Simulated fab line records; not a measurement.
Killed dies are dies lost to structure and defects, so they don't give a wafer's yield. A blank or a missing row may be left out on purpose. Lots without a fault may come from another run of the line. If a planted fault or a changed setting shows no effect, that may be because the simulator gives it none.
fab line records	flow sky130
[record] lots = 6	wafers = 18	last_day = 51
route steps=708 shown CAP2M@613 METAL4@621 PAD_OPEN@708
lots that met no fault: from a run of the same line without faults
start_h: hours from the record's opening day to when the first of the lot's shown wafers began	wait_h: hours elapsed since this lot's preceding step	" unchanged from the row above	L1.1+2: one row covering several wafers at once	- no value, or no start was given	* or withheld: withheld	< > ~ a bound
route shown NAME@n: NAME is a module with steps in the file, n the number in the route of the first one	usual: mean and standard deviation over wafers with no fault	same: alike in all rows	chamber/n: place in a boat	sites: each site's reading	_std_site: the standard deviation of these	_edge_site: the outer-site mean with the inner-site mean subtracted	radius_mm: for every site, how far away it sits from the centre of the wafer	mask NAME#n: copy n	behind: the last tool/chamber to shape the wafer	hold: why the lot went on hold/how many hours it stayed there/how the hold came to an end	device: names the non-switching transistor (n, p or np)	end of line: the same wafers' tests at the end of the route	a step without rows: its recipe alone	killed: not the wafer's yield, but the dies lost to structure and defects at the first sort	map: shows each die of a wafer: x if killed, . if not, _ if none is there
set.NAME: the setting as run; set.NAME@STEP: as run at that earlier step	model.NAME: the simulator's own value behind a step, which no gauge read
certain route steps with their lots: each step a table, each wafer a row
services: a tool's chamber out of use, with start hour (start_h, from the record's first day; less than 0 if before it), hours out, and reason
[[steps]]
[step SKY_CAP2M_PEB_10]
[recipe] temp_c = withheld	time_s = *	resist = NOVOLAK
[step SKY_CAP2M_DEVELOP_11]
[recipe] resist = NOVOLAK	developer = TMAH	develop_time_s = 61.85	dev_temp_c = 23
[step SKY_CAP2M_OVL_MEAS_12]
[usual] CAP2M_OVL = 0.3/1.2
lot.wafer	tool	chamber	start_h	wait_h	CAP2M_OVL[nm]
L556.1	overlay-01	-	1018.22	0.1	1.7
L556.2	"	-	"	"	1.5
L556.5	"	-	"	"	1.3
L560.2	overlay-02	-	1044.32	0.1	0.2
L560.4	"	-	"	"	-1.0
L560.5	"	-	"	"	0.3
L563.1	overlay-01	-	1065.76	0.1	-0.2
L563.2	"	-	"	"	-1.7
L563.4	"	-	"	"	-0.9
L564.1	overlay-02	-	1068.72	0.1	0.0
L564.2	"	-	"	"	-0.6
L564.5	"	-	"	"	1.9
L566.4	overlay-02	-	1091.53	0.1	1.6
L566.5	"	-	"	"	0.4
L566.6	"	-	"	"	2.7
L568.2	overlay-01	-	1126.32	0.1	1.2
L568.5	"	-	"	"	1.0
L568.6	"	-	"	"	-1.1
[step SKY_CAP2M_METAL_ETCH_13]
[recipe] target_depth_nm = 220	stop_on = SiO2	chemistry = Cl2/BCl3	target = TiN	pressure_mtorr = 10	icp_w = 900	bias_w = 48.5	Cl2_flow_sccm = 60	bcl3_flow_sccm = 30	time_s = 62.9
[usual] drypump_motor_current_A = 6.0/0.4	oes_product_au = 0.943/0.007	rf_fwd_power_W = 893/3.5	throttle_valve_pct = 21.899/0.01
lot.wafer	tool	chamber	start_h	wait_h	drypump_motor_current_A	oes_product_au	rf_fwd_power_W	rf_hours_counter_h	throttle_valve_pct
L556.1	rie_metal-01	1	1018.26	0.0	6.2	0.929	896	9	21.907
L556.2	"	0	"	"	5.5	0.931	890	18	21.906
L556.5	"	1	"	"	6.2	0.932	894	-	21.901
L560.2	rie_metal-03	1	1044.35	0.0	6.4	0.948	893	17	21.883
L560.4	"	1	"	"	6.4	0.955	893	-	21.900
L560.5	"	1	"	"	6.4	0.944	891	-	21.886
L563.1	rie_metal-03	1	1065.79	0.0	6.4	0.946	890	18	21.900
L563.2	"	0	"	"	5.9	0.943	893	10	21.922
L563.4	"	1	"	"	6.4	0.930	894	-	21.886
L564.1	rie_metal-03	0	1068.76	0.0	5.9	0.946	902	11	21.894
L564.2	"	1	"	"	6.4	0.938	894	18	21.885
L564.5	"	1	"	"	6.4	0.945	890	-	21.890
L566.4	rie_metal-01	0	1091.57	0.0	5.5	0.956	890	-	21.894
L566.5	"	1	"	"	6.2	0.951	894	-	21.911
L566.6	"	0	"	"	5.5	0.942	887	-	21.899
L568.2	rie_metal-03	1	1126.35	0.0	6.4	0.940	892	22	21.897
L568.5	"	1	"	"	6.4	0.928	895	-	21.917
L568.6	"	0	"	"	5.9	0.936	898	-	21.893
[step SKY_CAP2M_STRIP_14]
[recipe] chemistry = O2/N2	power_w = 1400	pressure_mtorr = 1500	platen_temp_c = withheld	o2_flow_sccm = 3000	n2_flow_sccm = 300	overash_fraction = 0.5
[usual] drypump_motor_current_A = 5.8/0.44	oes_product_au = 0.710/0.0043	strip_time_to_endpoint_s = 12.62/0.052
lot.wafer	tool	chamber	start_h	wait_h	drypump_motor_current_A	oes_product_au	rf_hours_counter_h	strip_time_to_endpoint_s
L556.1	plasma_asher-01	0	1018.34	0.1	5.5	0.705	27	12.62
L556.2	"	1	"	"	6.0	0.713	27	12.64
L556.5	"	1	"	"	5.9	0.711	-	12.58
L560.2	plasma_asher-03	0	1044.43	0.1	6.5	0.707	125	12.66
L560.4	"	0	"	"	6.5	0.711	-	12.66
L560.5	"	0	"	"	6.5	0.706	-	12.65
L563.1	plasma_asher-01	0	1065.87	0.1	5.5	0.709	32	12.75
L563.2	"	1	"	"	5.9	0.719	32	12.67
L563.4	"	0	"	"	5.5	0.706	-	12.68
L564.1	plasma_asher-01	1	1068.84	0.1	5.9	0.705	33	12.60
L564.2	"	0	"	"	5.5	0.708	33	12.62
L564.5	"	1	"	"	5.9	0.708	-	12.65
L566.4	plasma_asher-02	0	1091.66	0.1	5.7	0.709	-	12.74
L566.5	"	1	"	"	4.9	0.705	-	12.69
L566.6	"	0	"	"	5.7	0.717	-	12.72
L568.2	plasma_asher-02	0	1126.43	0.1	5.7	0.705	97	12.66
L568.5	"	0	"	"	5.8	0.715	-	12.69
L568.6	"	1	"	"	4.9	0.711	-	12.64
[step SKY_CAP2M_STRIP_15]
[recipe] chemistry = post_etch_residue_remover	time_s = 1200	temp_c = 72.5
[step SKY_CAP2M_CLEAN_16]
[recipe] chemistry = IPA	time_s = 180	temp_c = 25
[step SKY_CAP2M_CLEAN_17]
[recipe] chemistry = O3/DIW	dry = n2_spin
[step SKY_METAL4_DEHYDRATE_05]
[recipe] temp_c = 200	time_s = 60
[step SKY_METAL4_HMDS_06]
[recipe] prime_time_s = 60	prime_temp_c = 120
[step SKY_METAL4_COAT_07]
[recipe] resist = BARC	temp_c = withheld	time_s = withheld	spin_rpm = 3000	resist_thk_nm = 59.07
[step SKY_METAL4_COAT_08]
[recipe] resist = KrF-thick	spin_rpm = 3000	resist_thk_nm = 1140
[step SKY_METAL4_SOFTBAKE_09]
[recipe] temp_c = 100	time_s = 90	resist = KrF-thick
[usual] heater_power_total_W = 57.36/0.11	plate_temp_C = 100.01/0.13
lot.wafer	tool	chamber	start_h	wait_h	heater_power_total_W	plate_temp_C
L556.1	litho_track-04	0	1029	-	57.19	100.18
L556.2	"	0	"	"	57.33	100.24
L556.5	"	0	"	"	57.38	100.26
L560.2	litho_track-03	0	1056	-	57.15	100.12
L560.4	"	0	"	"	57.47	99.75
L560.5	"	0	"	"	57.59	100.04
L563.1	litho_track-03	0	1076	-	58.05	100.77
L563.2	"	0	"	"	57.88	100.65
L563.4	"	0	"	"	57.87	100.67
L564.1	litho_track-03	0	1081	-	57.68	100.74
L564.2	"	0	"	"	57.81	100.73
L564.5	"	0	"	"	57.99	100.86
L566.4	litho_track-04	0	1103	-	57.48	99.83
L566.5	"	0	"	"	57.33	99.86
L566.6	"	0	"	"	57.30	99.72
L568.2	litho_track-04	0	1136	-	57.27	99.92
L568.5	"	0	"	"	57.19	100.08
L568.6	"	0	"	"	57.35	100.00
[step SKY_METAL4_EXPOSE_10]
[recipe] mask_id = MM4	na = 0.68	source_shape = annular	sigma_inner = 0.4	sigma_outer = 0.8	target_cd_nm = 300	dose_mj = 28
[step SKY_PAD_OPEN_PROBE_99]
[usual] defect_limited_yield = 82.2/1.8	killed_at_M0_to_M3 = 44/6.8	killed_at_M4_up = 2.9/1.9	killed_at_contacts = 24/5.2	killed_at_front_end = 16/4.1	killed_at_other = 0.4/0.74	killed_dies = 88/9.1	killed_on_rim = 17/4	killed_open = 48/7.2	killed_short = 39/5.6	sort_bin_3_pad_short = 0.9/0.43	sort_bin_5_function = 10.6/1.4	sort_bin_6_memory = 6.3/1	sort_n_pass = 404/9.1	sort_yield_pct = 82.2/1.8
[same] gross_dies = 492	killed_at_back_side = 0	sort_bin_4_leakage[%] = 0	sort_bin_8_speed[%] = 0
lot.wafer	tool	chamber	start_h	wait_h	defect_limited_yield[%]	killed_at_M0_to_M3	killed_at_M4_up	killed_at_contacts	killed_at_front_end	killed_at_other	killed_dies	killed_on_rim	killed_open	killed_short	sort_bin_3_pad_short[%]	sort_bin_5_function[%]	sort_bin_6_memory[%]	sort_n_pass	sort_yield_pct[%]
L556.1	prober-01	-	1130.94	0.1	77.4	44	9	40	18	0	111	21	62	49	0.8	14.6	7.1	381	77.4
L556.2	prober-01	-	1130.99	0.1	82.9	40	4	22	18	0	84	14	40	44	1.4	9.3	6.3	408	82.9
L556.5	prober-01	-	1131.14	0.2	82.1	46	4	28	10	0	88	14	50	37	0.8	10.8	6.3	404	82.1
L560.2	prober-02	-	1153.39	0.1	81.5	37	1	33	20	0	91	23	53	37	0.4	10.8	7.3	401	81.5
L560.4	prober-02	-	1153.49	0.2	83.7	43	0	20	17	0	80	11	55	25	1.4	9.1	5.7	412	83.7
L560.5	prober-02	-	1153.54	0.2	82.7	43	3	29	10	0	85	11	47	38	0.6	9.8	6.9	407	82.7
L563.1	prober-01	-	1169.81	0.1	81.9	49	0	25	15	0	89	16	53	36	1.4	8.5	8.1	403	81.9
L563.2	prober-01	-	1169.86	0.1	82.5	38	4	27	17	0	86	13	46	40	1.0	10.0	6.5	406	82.5
L563.4	prober-01	-	1169.96	0.2	80.5	59	2	23	11	1	96	26	48	48	1.2	10.2	8.1	396	80.5
L564.1	prober-02	-	1172.77	0.1	85.4	37	3	20	11	1	72	15	37	35	0	7.7	6.9	420	85.4
L564.2	prober-02	-	1172.82	0.1	84.3	30	2	27	18	0	77	14	36	41	0.6	10.0	5.1	415	84.3
L564.5	prober-02	-	1172.97	0.2	84.8	39	3	26	7	0	75	13	40	35	0.8	9.1	5.3	417	84.8
L566.4	prober-02	-	1190.13	0.2	83.3	45	2	19	16	0	82	19	45	37	0.6	10.2	5.9	410	83.3
L566.5	prober-02	-	1190.18	0.2	79.7	52	4	28	16	0	100	15	55	45	0.2	13.6	6.5	392	79.7
L566.6	prober-02	-	1190.23	0.2	81.7	45	3	22	20	0	90	20	43	47	0.4	11.8	6.1	402	81.7
L568.2	prober-02	-	1217.52	0.1	81.9	40	5	23	18	3	89	27	47	42	1.0	10.6	6.5	403	81.9
L568.5	prober-02	-	1217.67	0.2	81.9	37	3	30	19	0	89	18	46	43	1.2	11.0	5.9	403	81.9
L568.6	prober-02	-	1217.72	0.2	79.3	47	5	34	16	0	102	22	67	35	1.0	13.2	6.5	390	79.3
// killed by level:class
L556.1 CONTACT:geometric_particle:open=18 VIA1:geometric_particle:open=11 LI_CONTACT:geometric_particle:open=9 POLY_GATE:geometric_particle:short=8 VIA2:geometric_particle:open=7 METAL1:geometric_particle:short=6 METAL4:geometric_particle:short=6 LOCAL_INTERCONNECT:geometric_particle:short=6
L556.2 LI_CONTACT:geometric_particle:open=9 METAL1:geometric_particle:short=7 CONTACT:geometric_particle:open=6 VIA1:geometric_particle:short=6 POLY_GATE:geometric_particle:open=5 POLY_GATE:geometric_particle:short=5 LOCAL_INTERCONNECT:geometric_particle:short=5 VIA1:geometric_particle:open=5
L556.5 CONTACT:geometric_particle:open=11 LI_CONTACT:geometric_particle:open=10 VIA2:geometric_particle:open=10 VIA1:geometric_particle:open=7 VIA2:geometric_particle:short=6 METAL2:geometric_particle:short=5 METAL1:geometric_particle:short=5 FIELD_ISO:geometric_particle:short=4
L560.2 CONTACT:geometric_particle:open=14 LI_CONTACT:geometric_particle:open=9 FIELD_ISO:geometric_particle:open=8 VIA1:geometric_particle:open=7 METAL1:geometric_particle:short=6 METAL3:geometric_particle:short=5 VIA3:geometric_particle:open=4 LOCAL_INTERCONNECT:geometric_particle:short=4
L560.4 VIA1:geometric_particle:open=18 CONTACT:geometric_particle:open=12 VIA3:geometric_particle:open=9 FIELD_ISO:geometric_particle:open=4 POLY_GATE:geometric_particle:open=4 POLY_GATE:geometric_particle:short=4 METAL1:geometric_particle:short=4 VIA1:geometric_particle:short=4
L560.5 VIA3:geometric_particle:open=12 VIA1:geometric_particle:open=12 CONTACT:geometric_particle:open=8 LI_CONTACT:geometric_particle:open=6 LOCAL_INTERCONNECT:geometric_particle:short=6 METAL1:geometric_particle:short=6 POLY_GATE:geometric_particle:short=5 LI_CONTACT:geometric_particle:short=5
L563.1 CONTACT:geometric_particle:open=12 VIA1:geometric_particle:open=11 LI_CONTACT:geometric_particle:open=9 VIA3:geometric_particle:short=9 VIA2:geometric_particle:open=7 VIA3:geometric_particle:open=6 FIELD_ISO:geometric_particle:short=5 METAL1:geometric_particle:short=5
L563.2 CONTACT:geometric_particle:open=13 METAL1:geometric_particle:short=11 LI_CONTACT:geometric_particle:open=8 FIELD_ISO:geometric_particle:open=5 METAL2:geometric_particle:short=5 VIA2:geometric_particle:open=5 POLY_GATE:geometric_particle:open=4 VIA3:geometric_particle:open=4
L563.4 VIA1:geometric_particle:open=11 METAL1:geometric_particle:short=10 CONTACT:geometric_particle:open=9 METAL2:geometric_particle:short=9 VIA2:geometric_particle:open=8 LI_CONTACT:geometric_particle:open=7 VIA3:geometric_particle:open=6 FIELD_ISO:geometric_particle:short=5
L564.1 VIA1:geometric_particle:open=9 CONTACT:geometric_particle:open=6 CONTACT:geometric_particle:short=5 VIA3:geometric_particle:open=5 VIA1:geometric_particle:short=4 VIA2:geometric_particle:open=4 SPACER:geometric_particle:short=3 LI_CONTACT:geometric_particle:open=3
L564.2 CONTACT:geometric_particle:open=11 LI_CONTACT:geometric_particle:open=6 CONTACT:geometric_particle:short=6 METAL2:geometric_particle:short=6 FIELD_ISO:geometric_particle:open=5 POLY_GATE:geometric_particle:short=5 VIA1:geometric_particle:open=5 METAL1:geometric_particle:short=4
L564.5 VIA1:geometric_particle:open=12 LI_CONTACT:geometric_particle:open=7 CONTACT:geometric_particle:open=7 METAL1:geometric_particle:short=7 LOCAL_INTERCONNECT:geometric_particle:short=5 VIA3:geometric_particle:open=5 LI_CONTACT:geometric_particle:short=4 CONTACT:geometric_particle:short=3
L566.4 VIA1:geometric_particle:open=12 METAL1:geometric_particle:short=10 LI_CONTACT:geometric_particle:open=6 VIA2:geometric_particle:open=5 POLY_GATE:geometric_particle:open=4 CONTACT:geometric_particle:short=4 CONTACT:geometric_particle:open=4 VIA3:geometric_particle:open=4
L566.5 VIA1:geometric_particle:open=17 LI_CONTACT:geometric_particle:open=14 METAL1:geometric_particle:short=7 CONTACT:geometric_particle:open=6 METAL3:geometric_particle:short=5 VIA2:geometric_particle:open=5 POLY_GATE:geometric_particle:short=5 CONTACT:geometric_particle:short=5
L566.6 LI_CONTACT:geometric_particle:open=8 METAL1:geometric_particle:short=8 POLY_GATE:geometric_particle:short=7 CONTACT:geometric_particle:short=7 VIA3:geometric_particle:open=7 VIA2:geometric_particle:open=7 VIA1:geometric_particle:open=6 POLY_GATE:geometric_particle:open=5
L568.2 VIA1:geometric_particle:open=11 LI_CONTACT:geometric_particle:open=9 CONTACT:geometric_particle:open=8 METAL2:geometric_particle:short=7 VIA2:geometric_particle:open=6 FIELD_ISO:geometric_particle:short=4 FIELD_ISO:geometric_particle:open=4 POLY_GATE:geometric_particle:short=4
L568.5 LOCAL_INTERCONNECT:geometric_particle:short=8 CONTACT:geometric_particle:open=8 METAL2:geometric_particle:short=7 VIA1:geometric_particle:open=7 POLY_GATE:geometric_particle:open=6 POLY_GATE:geometric_particle:short=6 VIA2:geometric_particle:open=6 LI_CONTACT:geometric_particle:open=5
L568.6 CONTACT:geometric_particle:open=18 VIA1:geometric_particle:open=10 LI_CONTACT:geometric_particle:open=9 VIA3:geometric_particle:open=7 CONTACT:geometric_particle:short=6 METAL2:geometric_particle:short=6 VIA2:geometric_particle:open=6 FIELD_ISO:geometric_particle:open=5
[[services]]
tool	chamber	start_h	hours	kind
plasma_asher-02	-	1014.33	13.6	repair
plasma_asher-02	-	1032.09	2.8	pm
plasma_asher-03	-	1055.32	9.0	pm
plasma_asher-03	0	1055.32	9.0	vent_cycle
plasma_asher-03	1	1055.32	9.0	vent_cycle
rie_metal-03	1	1058.82	4.3	repair
plasma_asher-01	-	1061.48	2.2	repair
plasma_asher-03	0	1064.32	-	clean
plasma_asher-03	1	1064.32	-	clean
rie_metal-03	-	1109.04	0.6	repair
[[key]]
[first_sign] step = SKY_METAL4_SOFTBAKE_09	reading = plate_temp_C	direction = up	sigmas = 5.7	usual = *	struck = *
[effect] step = SKY_METAL4_SOFTBAKE_09	reading = heater_power_total_W	direction = up	sigmas = 4.5	usual = *	struck = *
met_at SKY_METAL4_SOFTBAKE_09
struck_wafers L563.1,L563.2,L563.4,L564.1,L564.2,L564.5
onset_between 1056 1076
[fault] kind = process_parameter_drift	tool = litho_track-03	chamber = -	onset_h = 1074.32	steps = SKY_METAL4_SOFTBAKE_09	channel = temp_c	offset = *	shape = step	end_h = 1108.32	acts_in = *	stated = *
